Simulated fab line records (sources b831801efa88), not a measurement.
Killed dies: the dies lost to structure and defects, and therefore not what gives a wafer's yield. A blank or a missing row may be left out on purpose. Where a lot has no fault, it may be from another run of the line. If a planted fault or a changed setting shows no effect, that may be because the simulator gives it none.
One fault seen from 2 desks | flow sky130 | each desk holds nothing but its own numbers, with what lay behind them at the end

AT THE METROLOGY DESK
Lot by lot, what the gauges showed, no matter which tool ran the lot: averages of those sampled wafers that carry a number. Any lot whose mean is over 4 standard deviations away from the usual mean is out of limits and marked OUT; that distance is given in the brackets.
Columns: A = VIA4_W_RS at SKY_VIA4_RS_MEAS_19, usual 0.2270 ohm/sq; B = VIA4_W_THK at SKY_VIA4_THK_MEAS_20, usual 529 nm
lot  | first seen here | A      | B
L594 | day 45 06:58    | 0.2270 | 527
L596 | day 45 19:35    | 0.2272 | 526
L597 | day 46 03:49    | 0.2243 | 541
L609 | day 49 03:19    | 0.2271 | 532
L610 | day 49 05:04    | 0.2272 | 531
L611 | day 49 14:31    | 0.2273 | 531
Result from this desk: across the 6 lots, nothing is out of limits.

THE TOOL OWNER'S DESK: pvd_sputter-01
The tool's own readings at SKY_METAL5_SPUTTER_03 (material Ti, target thk 5 nm, time 3.3 s): means of the sampled wafers that have a number, for each lot that ran on this tool. Any lot whose mean is over 4 standard deviations away from the usual mean is out of limits and marked OUT; that distance is given in the brackets.
Columns: A = throttle_valve_pct at SKY_METAL5_SPUTTER_03, usual 29.8 %
lot  | first seen here | A
L596 | day 45 20:07    | 29.7
L609 | day 49 03:53    | 30.6
L611 | day 49 15:05    | 28.6
Result from this desk: across the 3 lots, nothing is out of limits.

BROUGHT TOGETHER
The metrology desk saw nothing out of limits.
Nothing out of limits was seen by the tool owner's desk.

WHAT THE SIMULATOR PUT IN
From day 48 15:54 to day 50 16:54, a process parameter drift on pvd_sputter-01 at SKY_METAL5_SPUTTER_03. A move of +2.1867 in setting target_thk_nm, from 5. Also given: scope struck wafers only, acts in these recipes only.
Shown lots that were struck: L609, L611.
